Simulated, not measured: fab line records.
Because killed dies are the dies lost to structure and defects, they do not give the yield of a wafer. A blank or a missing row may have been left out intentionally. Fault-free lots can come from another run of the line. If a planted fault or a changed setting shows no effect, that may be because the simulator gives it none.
A struck lot beside a sound one    flow sky130    19 steps out of a route of 708
Sound: the wafers L184.2, L184.3, L184.4. Struck: wafers L193.3, L193.6 (left out: L193.4, a lot-mate that was not struck); the cause follows at the end.
For every step that has rows: the tool of each side, followed by ch and its chambers, followed by its first start. Under that, the readings that differ: sound wafers    struck wafers    difference of the means    sigmas: that difference in standard deviations of wafers without a fault.
alike: words and numbers the same on both sides, and readings whose means are apart by under 2 such deviations; not compared: readings that were withheld, readings missing a value for some wafer, numbers with overlapping values and no deviation given by the record, and bounds like >300 which may hide the same value.
A row with sigmas, a row that says differs or no value, or rows on one side alone: a step with any of these is where the two part. Non-overlapping numbers with no deviation appear without sigmas and do not part them. Lack of a reading on every wafer of one side parts them only where that side has two or more wafers.

SKY_VIA1_ETCH_15: etches SiO2 in C4F8/O2/Ar, stops on TiN, target depth 351 nm, time 54 s.
  sound on rie_diel-03 ch 0,2,3, day 37 03:03; struck on rie_diel-01 ch 1, day 39 19:38
  alike: oes_product_au
  not compared: rf_hours_counter_h
SKY_VIA1_STRIP_16: strips in O2/N2.
  sound on plasma_asher-02 ch 0,1, day 37 03:06; struck on plasma_asher-02 ch 0,1, day 39 19:43
  alike: drypump_motor_current_A, oes_product_au, strip_time_to_endpoint_s
  not compared: rf_hours_counter_h
then, 5 steps without rows for these wafers: SKY_VIA1_STRIP_17 (strips in post etch residue remover, time 1200 s); SKY_VIA1_CLEAN_18 (cleans in IPA, time 180 s); SKY_VIA1_CLEAN_19 (cleans in O3/DIW); SKY_VIA1_SPUTTER_20 (material TiN, target thk 20 nm, time 80 s); SKY_VIA1_CVD_21 (deposits W, target thk 270 nm, time 80.902 s).
SKY_VIA1_RS_MEAS_22: measurement is done with a four-point probe.
  sound on film_metro-04, day 37 03:52; struck on film_metro-01, day 39 20:28
  alike: VIA1_W_RS
SKY_VIA1_THK_MEAS_23: measures by xrf.
  sound on film_metro-04, day 37 03:59; struck on film_metro-01, day 39 20:34
  alike: VIA1_W_THK
then, 1 step without rows for these wafers: SKY_VIA1_CMP_24 (polishes, stops on SiO2, t overpolish 15 s, target thk 0 nm).
SKY_METAL2_SPUTTER_00: material Ti, target thk 15 nm, time 10 s.
  sound on pvd_sputter-02, day 37 04:31; struck on pvd_sputter-02, day 39 20:55
  alike: cathode_dc_power_W, throttle_valve_pct
then, 1 step without rows for these wafers: SKY_METAL2_SPUTTER_01 (material TiN, target thk 20 nm, time 16.7 s).
SKY_METAL2_SPUTTER_02: material AlCu, target thk 250 nm, time 13.3 s.
  sound on pvd_sputter-02, day 37 04:34; struck on pvd_sputter-02, day 39 20:58
reading                                      sound              struck       difference  sigmas
model.AlCu_of_METAL2_SPUTTER_02.thk_nm (nm)  248.3 244.3 249.8  262.8 260.5  +14.2       
  alike: cathode_dc_power_W, throttle_valve_pct
SKY_METAL2_SPUTTER_03: material Ti, target thk 5 nm, time 3.3 s.
  sound on pvd_sputter-02, day 37 04:35; struck on pvd_sputter-02, day 39 20:59
  alike: cathode_dc_power_W, throttle_valve_pct
SKY_METAL2_SPUTTER_04: material TiN, target thk 70 nm, time 58.3 s.
  sound on pvd_sputter-02, day 37 04:37; struck on pvd_sputter-02, day 39 21:00
  alike: cathode_dc_power_W, throttle_valve_pct
SKY_METAL2_RS_MEAS_05: measurement is done with a four-point probe.
  sound on film_metro-02, day 37 04:41; struck on film_metro-04, day 39 21:05
reading                  sound                 struck         difference  sigmas
METAL2_ALCU_RS (ohm/sq)  0.1273 0.1297 0.1266  0.1200 0.1211  -0.0073     -6
SKY_METAL2_THK_MEAS_06: measures by xrf.
  sound on film_metro-02, day 37 04:47; struck on film_metro-04, day 39 21:11
reading               sound        struck   difference  sigmas
METAL2_ALCU_THK (nm)  242 238 244  260 258  +18         +5
then, 1 step without rows for these wafers: SKY_METAL2_DEHYDRATE_07 (time 60 s).
-- the record jumps here: 10 days lie between the struck wafers' starts before and after (it left off in module METAL2 and takes up again in module PAD_OPEN, whose first step shown is number 708 of the route) --
SKY_PAD_OPEN_PROBE_99:
  sound on prober-02, day 48 01:02; struck on prober-02, day 49 22:42
reading                       sound                 struck         difference  sigmas
model.etest.met2.line_ohm_um  0.9013 0.9169 0.887   0.8582 0.8621  -0.0416     
model.etest.met2.rs_ohm_sq    0.1286 0.1325 0.1283  0.1219 0.1224  -0.0077     

## WHERE THEY PART
Last at SKY_METAL2_THK_MEAS_06 as far as this record goes, first at SKY_METAL2_RS_MEAS_05.

WHY: whatever the simulator had introduced
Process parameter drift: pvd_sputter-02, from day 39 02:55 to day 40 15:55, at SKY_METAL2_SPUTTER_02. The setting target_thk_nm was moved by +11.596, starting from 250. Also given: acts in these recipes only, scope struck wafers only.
